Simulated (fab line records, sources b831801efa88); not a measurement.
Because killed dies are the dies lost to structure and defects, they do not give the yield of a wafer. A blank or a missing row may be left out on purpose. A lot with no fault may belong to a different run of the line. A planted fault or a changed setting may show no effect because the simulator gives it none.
A sampling plan put to the test + flow sky130 + 60 faults told of in these records, all on one fab line, each judged by the records of the lots it struck
The line's own looks make up the plan; these are the steps of the route where a gauge or inspection reads the wafer and leaves it unchanged. A look can be judged if struck wafers have a number there and the file gives its usual mean and standard deviation on fault-free wafers. Caught: the struck wafers' mean, at a look after the fault's first step, is 4 or more of those standard deviations (sigma) away from the usual mean. On the tool: the identical test, applied to the tool's own readings at the steps of the fault. Also counted as caught: the struck wafers showing another recipe, or a record that is empty for them alone.

## THE FAULTS, as the simulator had put them in
1. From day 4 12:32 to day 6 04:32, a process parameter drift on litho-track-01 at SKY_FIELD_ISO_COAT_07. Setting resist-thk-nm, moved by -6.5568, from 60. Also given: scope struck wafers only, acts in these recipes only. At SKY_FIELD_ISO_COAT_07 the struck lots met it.
2. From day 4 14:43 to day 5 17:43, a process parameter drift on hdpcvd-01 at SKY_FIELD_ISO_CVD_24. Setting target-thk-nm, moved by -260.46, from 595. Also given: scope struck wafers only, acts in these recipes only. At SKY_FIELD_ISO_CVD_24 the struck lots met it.
3. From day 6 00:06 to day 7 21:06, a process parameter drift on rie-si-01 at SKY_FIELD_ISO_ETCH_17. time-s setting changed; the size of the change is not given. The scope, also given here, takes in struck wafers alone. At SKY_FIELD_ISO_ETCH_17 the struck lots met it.
4. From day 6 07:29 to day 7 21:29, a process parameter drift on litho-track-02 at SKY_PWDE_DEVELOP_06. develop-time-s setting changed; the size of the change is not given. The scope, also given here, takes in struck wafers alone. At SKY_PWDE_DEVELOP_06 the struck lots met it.
5. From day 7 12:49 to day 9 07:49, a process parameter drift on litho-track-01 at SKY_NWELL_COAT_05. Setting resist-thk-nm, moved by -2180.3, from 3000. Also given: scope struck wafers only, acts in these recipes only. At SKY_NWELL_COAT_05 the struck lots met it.
6. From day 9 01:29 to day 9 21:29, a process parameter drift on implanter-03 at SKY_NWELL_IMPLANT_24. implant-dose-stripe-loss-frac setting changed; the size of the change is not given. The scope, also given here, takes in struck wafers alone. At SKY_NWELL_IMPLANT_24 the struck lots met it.
7. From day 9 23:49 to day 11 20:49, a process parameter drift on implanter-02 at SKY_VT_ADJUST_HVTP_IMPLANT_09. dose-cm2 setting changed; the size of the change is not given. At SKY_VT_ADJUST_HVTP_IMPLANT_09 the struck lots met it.
8. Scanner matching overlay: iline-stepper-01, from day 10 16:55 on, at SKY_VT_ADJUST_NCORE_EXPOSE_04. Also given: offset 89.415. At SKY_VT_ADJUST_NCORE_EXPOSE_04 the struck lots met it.
9. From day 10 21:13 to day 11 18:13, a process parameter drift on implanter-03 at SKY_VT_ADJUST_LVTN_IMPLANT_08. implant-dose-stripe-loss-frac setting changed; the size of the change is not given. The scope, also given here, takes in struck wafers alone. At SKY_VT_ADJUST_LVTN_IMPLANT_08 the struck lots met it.
10. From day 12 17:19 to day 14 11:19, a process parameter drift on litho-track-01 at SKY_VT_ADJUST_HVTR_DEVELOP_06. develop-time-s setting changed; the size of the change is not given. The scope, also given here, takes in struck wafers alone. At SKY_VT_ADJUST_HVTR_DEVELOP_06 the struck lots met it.
11. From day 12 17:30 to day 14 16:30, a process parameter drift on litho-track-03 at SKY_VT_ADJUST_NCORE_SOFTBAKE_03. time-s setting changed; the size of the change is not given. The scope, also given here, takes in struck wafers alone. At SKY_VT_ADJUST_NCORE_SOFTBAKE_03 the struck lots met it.
12. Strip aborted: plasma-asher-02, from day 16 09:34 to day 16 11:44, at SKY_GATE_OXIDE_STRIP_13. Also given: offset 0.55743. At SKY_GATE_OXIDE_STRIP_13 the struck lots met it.
13. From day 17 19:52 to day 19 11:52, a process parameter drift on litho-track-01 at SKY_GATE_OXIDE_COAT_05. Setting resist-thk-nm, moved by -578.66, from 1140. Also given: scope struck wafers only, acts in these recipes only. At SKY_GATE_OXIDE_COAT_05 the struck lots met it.
14. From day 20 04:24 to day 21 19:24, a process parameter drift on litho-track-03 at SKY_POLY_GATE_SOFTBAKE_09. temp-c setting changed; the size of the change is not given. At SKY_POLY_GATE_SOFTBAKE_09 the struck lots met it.
15. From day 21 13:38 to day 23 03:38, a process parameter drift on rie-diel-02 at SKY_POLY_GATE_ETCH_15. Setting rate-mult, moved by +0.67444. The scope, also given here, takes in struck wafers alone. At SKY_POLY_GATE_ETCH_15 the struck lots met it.
16. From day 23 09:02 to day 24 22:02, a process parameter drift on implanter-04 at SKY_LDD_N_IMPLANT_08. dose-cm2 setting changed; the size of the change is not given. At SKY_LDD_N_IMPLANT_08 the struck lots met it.
17. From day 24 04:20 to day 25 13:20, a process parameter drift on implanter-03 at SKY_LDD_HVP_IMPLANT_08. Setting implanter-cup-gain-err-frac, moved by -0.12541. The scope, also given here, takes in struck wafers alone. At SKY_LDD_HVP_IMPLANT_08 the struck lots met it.
18. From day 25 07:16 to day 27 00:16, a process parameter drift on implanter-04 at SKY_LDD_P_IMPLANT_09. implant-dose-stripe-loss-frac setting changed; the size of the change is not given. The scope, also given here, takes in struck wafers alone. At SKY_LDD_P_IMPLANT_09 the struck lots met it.
19. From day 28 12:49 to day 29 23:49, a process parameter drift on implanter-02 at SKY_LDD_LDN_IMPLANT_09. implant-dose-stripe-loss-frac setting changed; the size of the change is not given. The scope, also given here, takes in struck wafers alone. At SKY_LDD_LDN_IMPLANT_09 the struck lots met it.
20. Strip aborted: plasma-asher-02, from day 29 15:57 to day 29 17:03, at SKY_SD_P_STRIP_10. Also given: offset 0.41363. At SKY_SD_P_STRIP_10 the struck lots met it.
21. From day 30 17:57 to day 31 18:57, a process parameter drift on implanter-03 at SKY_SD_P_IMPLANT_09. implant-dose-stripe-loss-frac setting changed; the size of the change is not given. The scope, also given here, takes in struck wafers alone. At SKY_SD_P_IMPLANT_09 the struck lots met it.
22. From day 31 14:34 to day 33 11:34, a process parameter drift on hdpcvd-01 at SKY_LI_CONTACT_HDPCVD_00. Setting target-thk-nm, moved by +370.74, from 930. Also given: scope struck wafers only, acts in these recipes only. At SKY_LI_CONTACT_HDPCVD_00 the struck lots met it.
23. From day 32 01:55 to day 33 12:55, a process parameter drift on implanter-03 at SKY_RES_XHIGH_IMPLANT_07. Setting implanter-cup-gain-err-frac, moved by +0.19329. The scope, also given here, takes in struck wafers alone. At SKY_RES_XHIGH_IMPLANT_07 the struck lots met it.
24. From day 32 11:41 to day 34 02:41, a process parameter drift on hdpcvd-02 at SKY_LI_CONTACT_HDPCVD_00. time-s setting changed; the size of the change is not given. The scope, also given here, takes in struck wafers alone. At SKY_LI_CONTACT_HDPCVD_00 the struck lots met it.
25. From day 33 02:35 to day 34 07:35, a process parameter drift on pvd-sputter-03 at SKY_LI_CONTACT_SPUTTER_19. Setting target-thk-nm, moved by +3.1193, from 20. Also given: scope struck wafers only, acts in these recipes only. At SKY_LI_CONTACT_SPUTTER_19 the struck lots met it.
26. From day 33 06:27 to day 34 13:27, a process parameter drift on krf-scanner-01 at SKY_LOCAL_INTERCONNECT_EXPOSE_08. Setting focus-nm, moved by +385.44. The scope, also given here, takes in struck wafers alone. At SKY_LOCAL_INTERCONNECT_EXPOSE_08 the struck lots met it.
27. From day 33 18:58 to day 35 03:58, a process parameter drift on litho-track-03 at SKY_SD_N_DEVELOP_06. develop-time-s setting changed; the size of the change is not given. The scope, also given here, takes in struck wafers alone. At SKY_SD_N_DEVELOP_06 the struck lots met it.
28. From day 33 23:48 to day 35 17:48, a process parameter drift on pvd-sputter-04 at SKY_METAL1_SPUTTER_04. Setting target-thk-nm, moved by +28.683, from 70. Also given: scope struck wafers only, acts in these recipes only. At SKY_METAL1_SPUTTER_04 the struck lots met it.
29. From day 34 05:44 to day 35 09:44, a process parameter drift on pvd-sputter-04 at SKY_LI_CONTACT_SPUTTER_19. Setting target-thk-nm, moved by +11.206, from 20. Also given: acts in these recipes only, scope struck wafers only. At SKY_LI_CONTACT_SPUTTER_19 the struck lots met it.
30. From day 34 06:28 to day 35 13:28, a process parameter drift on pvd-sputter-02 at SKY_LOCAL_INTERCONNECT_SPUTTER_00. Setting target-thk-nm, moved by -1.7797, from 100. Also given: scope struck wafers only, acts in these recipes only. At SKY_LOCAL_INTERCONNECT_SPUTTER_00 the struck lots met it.
31. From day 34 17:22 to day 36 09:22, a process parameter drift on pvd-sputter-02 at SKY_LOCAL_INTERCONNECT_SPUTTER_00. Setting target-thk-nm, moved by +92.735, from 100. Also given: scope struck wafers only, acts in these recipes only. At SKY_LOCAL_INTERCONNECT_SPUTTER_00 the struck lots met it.
32. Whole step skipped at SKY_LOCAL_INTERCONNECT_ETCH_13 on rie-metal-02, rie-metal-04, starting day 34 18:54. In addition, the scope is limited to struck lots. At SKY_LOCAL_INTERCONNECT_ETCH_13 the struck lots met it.
33. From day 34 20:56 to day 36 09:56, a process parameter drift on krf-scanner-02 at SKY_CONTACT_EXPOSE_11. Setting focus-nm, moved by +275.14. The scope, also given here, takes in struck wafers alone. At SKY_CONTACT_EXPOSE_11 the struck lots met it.
34. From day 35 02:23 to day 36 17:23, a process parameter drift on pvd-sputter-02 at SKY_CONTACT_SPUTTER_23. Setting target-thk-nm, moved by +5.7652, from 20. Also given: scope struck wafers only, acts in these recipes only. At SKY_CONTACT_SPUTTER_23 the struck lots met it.
35. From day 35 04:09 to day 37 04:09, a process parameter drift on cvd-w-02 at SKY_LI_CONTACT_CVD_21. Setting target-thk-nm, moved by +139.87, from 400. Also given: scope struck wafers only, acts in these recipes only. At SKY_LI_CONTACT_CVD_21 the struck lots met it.
36. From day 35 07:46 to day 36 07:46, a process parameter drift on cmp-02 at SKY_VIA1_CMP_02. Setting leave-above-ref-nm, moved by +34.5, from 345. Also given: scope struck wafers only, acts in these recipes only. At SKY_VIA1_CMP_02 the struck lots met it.
37. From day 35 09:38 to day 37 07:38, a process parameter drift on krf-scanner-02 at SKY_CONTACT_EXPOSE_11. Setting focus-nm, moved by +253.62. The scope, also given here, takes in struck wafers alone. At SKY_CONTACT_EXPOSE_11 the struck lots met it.
38. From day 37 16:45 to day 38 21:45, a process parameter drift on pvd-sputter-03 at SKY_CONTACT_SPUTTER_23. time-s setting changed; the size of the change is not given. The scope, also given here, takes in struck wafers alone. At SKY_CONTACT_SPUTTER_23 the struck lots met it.
39. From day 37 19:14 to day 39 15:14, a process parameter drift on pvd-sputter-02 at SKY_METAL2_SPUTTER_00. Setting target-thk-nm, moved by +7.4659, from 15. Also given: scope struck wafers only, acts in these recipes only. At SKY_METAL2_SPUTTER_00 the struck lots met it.
40. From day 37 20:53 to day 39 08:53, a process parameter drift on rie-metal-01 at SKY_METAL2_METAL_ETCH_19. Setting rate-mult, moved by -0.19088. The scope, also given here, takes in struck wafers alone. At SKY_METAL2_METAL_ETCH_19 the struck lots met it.
41. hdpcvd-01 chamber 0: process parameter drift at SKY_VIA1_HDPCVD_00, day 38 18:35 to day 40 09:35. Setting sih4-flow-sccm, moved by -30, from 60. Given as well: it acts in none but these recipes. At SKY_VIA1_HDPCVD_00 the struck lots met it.
42. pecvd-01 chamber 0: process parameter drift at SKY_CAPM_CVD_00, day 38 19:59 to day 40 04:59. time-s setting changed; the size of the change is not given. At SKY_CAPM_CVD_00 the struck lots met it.
43. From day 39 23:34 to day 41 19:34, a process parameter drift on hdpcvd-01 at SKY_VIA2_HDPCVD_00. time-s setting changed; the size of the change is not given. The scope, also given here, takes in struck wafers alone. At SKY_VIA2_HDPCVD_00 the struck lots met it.
44. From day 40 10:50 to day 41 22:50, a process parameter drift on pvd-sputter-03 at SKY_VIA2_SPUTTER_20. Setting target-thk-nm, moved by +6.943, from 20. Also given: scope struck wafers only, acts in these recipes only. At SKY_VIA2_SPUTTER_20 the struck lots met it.
45. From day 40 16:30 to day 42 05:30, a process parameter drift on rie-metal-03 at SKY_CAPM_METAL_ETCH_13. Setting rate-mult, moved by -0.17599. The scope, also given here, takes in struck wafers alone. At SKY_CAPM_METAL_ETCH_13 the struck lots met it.
46. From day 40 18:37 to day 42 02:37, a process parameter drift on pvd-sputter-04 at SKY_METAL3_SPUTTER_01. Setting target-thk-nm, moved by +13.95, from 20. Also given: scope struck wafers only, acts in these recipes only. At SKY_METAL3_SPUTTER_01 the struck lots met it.
47. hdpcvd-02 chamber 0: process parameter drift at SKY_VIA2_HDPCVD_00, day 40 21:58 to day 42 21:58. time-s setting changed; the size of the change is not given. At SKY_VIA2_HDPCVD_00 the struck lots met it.
48. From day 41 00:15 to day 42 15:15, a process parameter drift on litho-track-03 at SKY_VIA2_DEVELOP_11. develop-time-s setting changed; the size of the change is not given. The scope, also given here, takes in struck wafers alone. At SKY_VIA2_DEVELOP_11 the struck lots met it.
49. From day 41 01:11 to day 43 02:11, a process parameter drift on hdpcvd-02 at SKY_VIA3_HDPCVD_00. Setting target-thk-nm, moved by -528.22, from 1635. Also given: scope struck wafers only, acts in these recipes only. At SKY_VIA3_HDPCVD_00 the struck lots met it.
50. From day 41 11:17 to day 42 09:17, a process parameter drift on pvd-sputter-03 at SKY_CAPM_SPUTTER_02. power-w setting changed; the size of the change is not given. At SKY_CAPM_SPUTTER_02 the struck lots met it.
51. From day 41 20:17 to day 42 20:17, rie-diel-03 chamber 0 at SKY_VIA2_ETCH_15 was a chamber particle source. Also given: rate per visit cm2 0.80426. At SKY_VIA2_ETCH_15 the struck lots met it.
52. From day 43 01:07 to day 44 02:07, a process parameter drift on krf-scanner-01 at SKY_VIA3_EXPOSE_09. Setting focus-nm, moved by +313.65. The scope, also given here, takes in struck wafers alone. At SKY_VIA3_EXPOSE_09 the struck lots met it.
53. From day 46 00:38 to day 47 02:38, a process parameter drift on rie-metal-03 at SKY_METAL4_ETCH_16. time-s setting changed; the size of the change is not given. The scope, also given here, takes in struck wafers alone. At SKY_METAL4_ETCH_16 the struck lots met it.
54. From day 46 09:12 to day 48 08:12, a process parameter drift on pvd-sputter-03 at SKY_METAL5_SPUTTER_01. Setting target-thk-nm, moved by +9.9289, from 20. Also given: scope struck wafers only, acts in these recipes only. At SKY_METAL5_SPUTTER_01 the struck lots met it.
55. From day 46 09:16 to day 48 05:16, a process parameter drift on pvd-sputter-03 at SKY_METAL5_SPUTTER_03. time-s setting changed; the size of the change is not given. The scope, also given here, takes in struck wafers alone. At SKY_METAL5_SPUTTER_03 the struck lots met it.
56. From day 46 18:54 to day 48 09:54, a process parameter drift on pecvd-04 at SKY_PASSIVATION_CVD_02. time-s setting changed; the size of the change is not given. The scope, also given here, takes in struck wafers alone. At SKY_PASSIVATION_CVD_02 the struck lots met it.
57. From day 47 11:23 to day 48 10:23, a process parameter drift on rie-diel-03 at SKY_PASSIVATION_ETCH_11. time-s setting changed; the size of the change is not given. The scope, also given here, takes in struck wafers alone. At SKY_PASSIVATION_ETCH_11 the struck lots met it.
58. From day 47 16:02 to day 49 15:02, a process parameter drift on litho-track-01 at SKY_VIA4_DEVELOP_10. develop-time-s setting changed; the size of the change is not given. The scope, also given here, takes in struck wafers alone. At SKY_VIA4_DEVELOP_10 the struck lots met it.
59. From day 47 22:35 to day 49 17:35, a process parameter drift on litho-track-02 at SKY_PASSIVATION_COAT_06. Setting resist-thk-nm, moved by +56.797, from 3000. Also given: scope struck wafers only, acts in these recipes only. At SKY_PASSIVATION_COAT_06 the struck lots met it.
60. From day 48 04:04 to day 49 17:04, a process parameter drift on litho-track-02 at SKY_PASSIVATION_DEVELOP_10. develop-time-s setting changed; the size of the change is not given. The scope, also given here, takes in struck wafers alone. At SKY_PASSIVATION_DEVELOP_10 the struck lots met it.

## WHAT THE PLAN SAW
| fault | on the tool itself                               | first look that catches it                      | reading, sigma                                                                  | median hours from its first step to that look | hours from the fault's start to the first struck lot there | judged looks passed uncaught |
|-------|--------------------------------------------------|-------------------------------------------------|---------------------------------------------------------------------------------|-----------------------------------------------|------------------------------------------------------------|------------------------------|
| 1     | no reading that can be judged                    | no look after it can be judged                  | -                                                                               | -                                             | -                                                          | 0                            |
| 2     | no reading that can be judged                    | SKY_FIELD_ISO_THK_MEAS_25                       | FIELD_ISO_CVD_24_THK -37                                                        | 0.1                                           | 4                                                          | 0                            |
| 3     | run-length-s -26 sigma                           | no look after it can be judged                  | -                                                                               | -                                             | -                                                          | 0                            |
| 4     | under 2 sigma                                    | no look after it can be judged                  | -                                                                               | -                                             | -                                                          | 0                            |
| 5     | under 2 sigma                                    | SKY_NWELL_TW_MEAS_26                            | NWELL_2_TW +99 or beyond                                                        | 32.1                                          | 44                                                         | 0                            |
| 6     | no reading that can be judged                    | SKY_NWELL_TW_MEAS_26                            | NWELL_2_TW -6.3                                                                 | 0.2                                           | 5                                                          | 0                            |
| 7     | dose-ions-cm2 -99 or beyond sigma                | SKY_VT_ADJUST_HVTP_TW_MEAS_11                   | VT_ADJUST_HVTP_TW -37                                                           | 0.2                                           | 5                                                          | 0                            |
| 8     | no reading that can be judged                    | SKY_VT_ADJUST_NCORE_OVL_MEAS_08                 | VT_ADJUST_NCORE_OVL +60                                                         | 11.8                                          | 21                                                         | 0                            |
| 9     | no reading that can be judged                    | SKY_VT_ADJUST_LVTN_TW_MEAS_10                   | VT_ADJUST_LVTN_TW -6.5                                                          | 0.2                                           | 10                                                         | 0                            |
| 10    | no reading that can be judged                    | SKY_VT_ADJUST_HVTR_CD_MEAS_07                   | cd-nm +4.2                                                                      | 0.1                                           | 4                                                          | 0                            |
| 11    | heater-power-total-W +99 or beyond sigma         | not the one look that can be judged after it    | -                                                                               | -                                             | -                                                          | 1                            |
| 12    | oes-product-au +49 sigma                         | no look after it can be judged                  | -                                                                               | -                                             | -                                                          | 0                            |
| 13    | no reading that can be judged                    | no look after it can be judged                  | -                                                                               | -                                             | -                                                          | 0                            |
| 14    | heater-power-total-W -46 sigma                   | none of the 2 looks that can be judged after it | strongest: cd-nm at SKY_POLY_GATE_CD_MEAS_13, +2.9                              | -                                             | -                                                          | 2                            |
| 15    | under 2 sigma                                    | SKY_POLY_GATE_CD_MEAS_22                        | cd-nm -6.8                                                                      | 1.9                                           | 20                                                         | 0                            |
| 16    | dose-ions-cm2 +99 or beyond sigma                | SKY_LDD_N_TW_MEAS_17                            | LDD_N_TW +26                                                                    | 1.3                                           | 5                                                          | 0                            |
| 17    | beam-on-s +6.0 sigma                             | SKY_LDD_HVP_TW_MEAS_10                          | LDD_HVP_TW +5.8                                                                 | 0.2                                           | 4                                                          | 0                            |
| 18    | under 2 sigma                                    | not the one look that can be judged after it    | strongest: LDD_P_TW at SKY_LDD_P_TW_MEAS_11, -3.8                               | -                                             | -                                                          | 1                            |
| 19    | under 2 sigma                                    | none of the 2 looks that can be judged after it | -                                                                               | -                                             | -                                                          | 2                            |
| 20    | oes-product-au +37 sigma                         | SKY_RES_XHIGH_TW_MEAS_09                        | RES_XHIGH_TW -99 or beyond                                                      | 28.3                                          | 29                                                         | 0                            |
| 21    | under 2 sigma                                    | SKY_SD_P_TW_MEAS_11                             | SD_P_TW -7.2                                                                    | 0.2                                           | 7                                                          | 0                            |
| 22    | no reading that can be judged                    | SKY_LI_CONTACT_THK_MEAS_01                      | LI_CONTACT_HDPCVD_THK +38                                                       | 0.1                                           | 11                                                         | 0                            |
| 23    | under 2 sigma                                    | SKY_RES_XHIGH_TW_MEAS_09                        | RES_XHIGH_TW -6.7                                                               | 0.2                                           | 2                                                          | 0                            |
| 24    | run-length-s +21 sigma                           | SKY_LI_CONTACT_THK_MEAS_01                      | LI_CONTACT_HDPCVD_THK +7.9                                                      | 0.1                                           | 17                                                         | 0                            |
| 25    | under 2 sigma                                    | no look after it can be judged                  | -                                                                               | -                                             | -                                                          | 0                            |
| 26    | under 2 sigma                                    | SKY_LOCAL_INTERCONNECT_CD_MEAS_11               | cd-nm -67                                                                       | 12.5                                          | 26                                                         | 0                            |
| 27    | no reading that can be judged                    | SKY_SD_N_TW_MEAS_12                             | SD_N_TW -99 or beyond                                                           | 2.9                                           | 19                                                         | 0                            |
| 28    | under 2 sigma                                    | SKY_METAL1_THK_MEAS_06                          | METAL1_ALCU_THK -4.1                                                            | 0.2                                           | 6                                                          | 0                            |
| 29    | under 2 sigma                                    | no look after it can be judged                  | -                                                                               | -                                             | -                                                          | 0                            |
| 30    | under 2 sigma                                    | none of the 4 looks that can be judged after it | strongest: LOCAL_INTERCONNECT_TIN_RS at SKY_LOCAL_INTERCONNECT_RS_MEAS_01, +2.1 | -                                             | -                                                          | 4                            |
| 31    | under 2 sigma                                    | SKY_LOCAL_INTERCONNECT_RS_MEAS_01               | LOCAL_INTERCONNECT_TIN_RS -41                                                   | 0.1                                           | 9                                                          | 0                            |
| 32    | the tool's record is blank for the struck wafers | no look after it can be judged                  | -                                                                               | -                                             | -                                                          | 0                            |
| 33    | no reading that can be judged                    | SKY_CONTACT_CD_MEAS_14                          | cd-nm -22                                                                       | 12.7                                          | 35                                                         | 0                            |
| 34    | under 2 sigma                                    | no look after it can be judged                  | -                                                                               | -                                             | -                                                          | 0                            |
| 35    | under 2 sigma                                    | SKY_LI_CONTACT_RS_MEAS_22                       | LI_CONTACT_W_RS -27                                                             | 0.1                                           | 3                                                          | 0                            |
| 36    | under 2 sigma                                    | no look after it can be judged                  | -                                                                               | -                                             | -                                                          | 0                            |
| 37    | under 2 sigma                                    | SKY_CONTACT_CD_MEAS_14                          | cd-nm -18                                                                       | 12.7                                          | 22                                                         | 0                            |
| 38    | under 2 sigma                                    | no look after it can be judged                  | -                                                                               | -                                             | -                                                          | 0                            |
| 39    | under 2 sigma                                    | no look after it can be judged                  | -                                                                               | -                                             | -                                                          | 0                            |
| 40    | under 2 sigma                                    | no look after it can be judged                  | -                                                                               | -                                             | -                                                          | 0                            |
| 41    | sih4-flow-sccm -99 or beyond sigma               | SKY_VIA1_THK_MEAS_01                            | VIA1_HDPCVD_THK -47                                                             | 0.1                                           | 7                                                          | 0                            |
| 42    | only faintly: heater-power-w +2.6 sigma          | SKY_CAPM_THK_MEAS_01                            | CAPM_CVD_00_THK -10                                                             | 0.0                                           | 25                                                         | 0                            |
| 43    | run-length-s -14 sigma                           | SKY_VIA2_THK_MEAS_01                            | VIA2_HDPCVD_THK -5.1                                                            | 0.1                                           | 8                                                          | 0                            |
| 44    | under 2 sigma                                    | no look after it can be judged                  | -                                                                               | -                                             | -                                                          | 0                            |
| 45    | oes-product-au -6.7 sigma                        | no look after it can be judged                  | -                                                                               | -                                             | -                                                          | 0                            |
| 46    | only faintly: throttle-valve-pct +2.2 sigma      | no look after it can be judged                  | -                                                                               | -                                             | -                                                          | 0                            |
| 47    | run-length-s +79 sigma                           | SKY_VIA2_THK_MEAS_01                            | VIA2_HDPCVD_THK +25                                                             | 0.1                                           | 7                                                          | 0                            |
| 48    | no reading that can be judged                    | SKY_VIA2_CD_MEAS_12                             | cd-nm -12                                                                       | 0.6                                           | 8                                                          | 0                            |
| 49    | no reading that can be judged                    | SKY_VIA3_THK_MEAS_01                            | VIA3_HDPCVD_THK -31                                                             | 0.2                                           | 10                                                         | 0                            |
| 50    | cathode-dc-power-W -99 or beyond sigma           | SKY_CAPM_RS_MEAS_03                             | CAPM_TIN_RS +6.3                                                                | 0.1                                           | 1                                                          | 0                            |
| 51    | under 2 sigma                                    | no look after it can be judged                  | -                                                                               | -                                             | -                                                          | 0                            |
| 52    | under 2 sigma                                    | SKY_VIA3_CD_MEAS_12                             | cd-nm -18                                                                       | 11.5                                          | 21                                                         | 0                            |
| 53    | run-length-s -99 or beyond sigma                 | no look after it can be judged                  | -                                                                               | -                                             | -                                                          | 0                            |
| 54    | under 2 sigma                                    | no look after it can be judged                  | -                                                                               | -                                             | -                                                          | 0                            |
| 55    | under 2 sigma                                    | no look after it can be judged                  | -                                                                               | -                                             | -                                                          | 0                            |
| 56    | under 2 sigma                                    | SKY_PASSIVATION_THK_MEAS_03                     | PASSIVATION_CVD_02_THK -17                                                      | 0.2                                           | 2                                                          | 0                            |
| 57    | run-length-s -99 or beyond sigma                 | no look after it can be judged                  | -                                                                               | -                                             | -                                                          | 0                            |
| 58    | no reading that can be judged                    | not the one look that can be judged after it    | -                                                                               | -                                             | -                                                          | 1                            |
| 59    | under 2 sigma                                    | no look after it can be judged                  | -                                                                               | -                                             | -                                                          | 0                            |
| 60    | no reading that can be judged                    | no look after it can be judged                  | -                                                                               | -                                             | -                                                          | 0                            |
A dash: this means the fault isn't caught or the number doesn't appear in these records.

Caught at a look: 31 of 60. Caught on the tool: 17 of 60. By one or the other: 39 of 60.
Caught on the tool alone: faults 3, 11, 12, 14, 32, 45, 53, 57.
Caught at a look alone: faults 2, 5, 6, 8, 9, 10, 15, 21, 22, 23, 26, 27, 28, 31, 33, 35, 37, 42, 48, 49, 52, 56.
Caught by neither: faults 1, 4, 13, 18, 19, 25, 29, 30, 34, 36, 38, 39, 40, 44, 46, 51, 54, 55, 58, 59, 60.

## THINNER SAMPLING
Were the look that catches a fault to measure just every second or every third lot (counted by lot number), the first struck lot would, at worst, be measured this late:
| fault | struck lots at that look, in order of time | every lot | every second lot | every third lot |
|-------|--------------------------------------------|-----------|------------------|-----------------|
| 2     | L124, L125, L127                           | 4 h       | 6 h              | may miss all 3  |
| 5     | L788, L789                                 | 44 h      | 53 h             | may miss all 2  |
| 6     | L314, L316                                 | 5 h       | may miss all 2   | may miss all 2  |
| 7     | L422, L424                                 | 5 h       | may miss all 2   | may miss all 2  |
| 8     | L380, L381, L382                           | 21 h      | 28 h             | 34 h            |
| 9     | L657, L658                                 | 10 h      | 19 h             | may miss all 2  |
| 10    | L289, L290                                 | 4 h       | 10 h             | may miss all 2  |
| 15    | L560, L562                                 | 20 h      | may miss all 2   | may miss all 2  |
| 16    | L130, L133                                 | 5 h       | 26 h             | may miss all 2  |
| 17    | L159, L161, L162                           | 4 h       | 32 h             | may miss all 3  |
| 20    | L633                                       | 29 h      | may miss it      | may miss it     |
| 21    | L878, L879                                 | 7 h       | 22 h             | may miss all 2  |
| 22    | L822, L823, L824                           | 11 h      | 32 h             | 33 h            |
| 23    | L132, L134                                 | 2 h       | may miss all 2   | may miss all 2  |
| 24    | L135, L136, L137                           | 17 h      | 20 h             | 35 h            |
| 26    | L345                                       | 26 h      | may miss it      | may miss it     |
| 27    | L356                                       | 19 h      | may miss it      | may miss it     |
| 28    | L487                                       | 6 h       | may miss it      | may miss it     |
| 31    | L962, L964                                 | 9 h       | may miss all 2   | may miss all 2  |
| 33    | L417, L420                                 | 35 h      | 45 h             | may miss all 2  |
| 35    | L516, L518                                 | 3 h       | may miss all 2   | may miss all 2  |
| 37    | L540, L544                                 | 22 h      | may miss all 2   | may miss all 2  |
| 41    | L378, L381                                 | 7 h       | 19 h             | may miss all 2  |
| 42    | L455                                       | 25 h      | may miss it      | may miss it     |
| 43    | L632, L640                                 | 8 h       | may miss all 2   | may miss all 2  |
| 47    | L692                                       | 7 h       | may miss it      | may miss it     |
| 48    | L391, L393                                 | 8 h       | may miss all 2   | may miss all 2  |
| 49    | L534                                       | 10 h      | may miss it      | may miss it     |
| 50    | L262, L263, L264                           | 1 h       | 6 h              | 9 h             |
| 52    | L929, L930                                 | 21 h      | 31 h             | may miss all 2  |
| 56    | L914, L917                                 | 2 h       | 30 h             | may miss all 2  |
Hours: fault start to first struck lot measured. Since the struck wafers were tested as one group against 4 sigma, a single lot by itself may lie under the limit. Other struck lots may not be in these records.

## THE LONGEST TIMED WAY FROM STEP TO LOOK
Fault 5: the median time between SKY_NWELL_COAT_05 and SKY_NWELL_TW_MEAS_26 is 32.1 hours. No look between them can be judged.
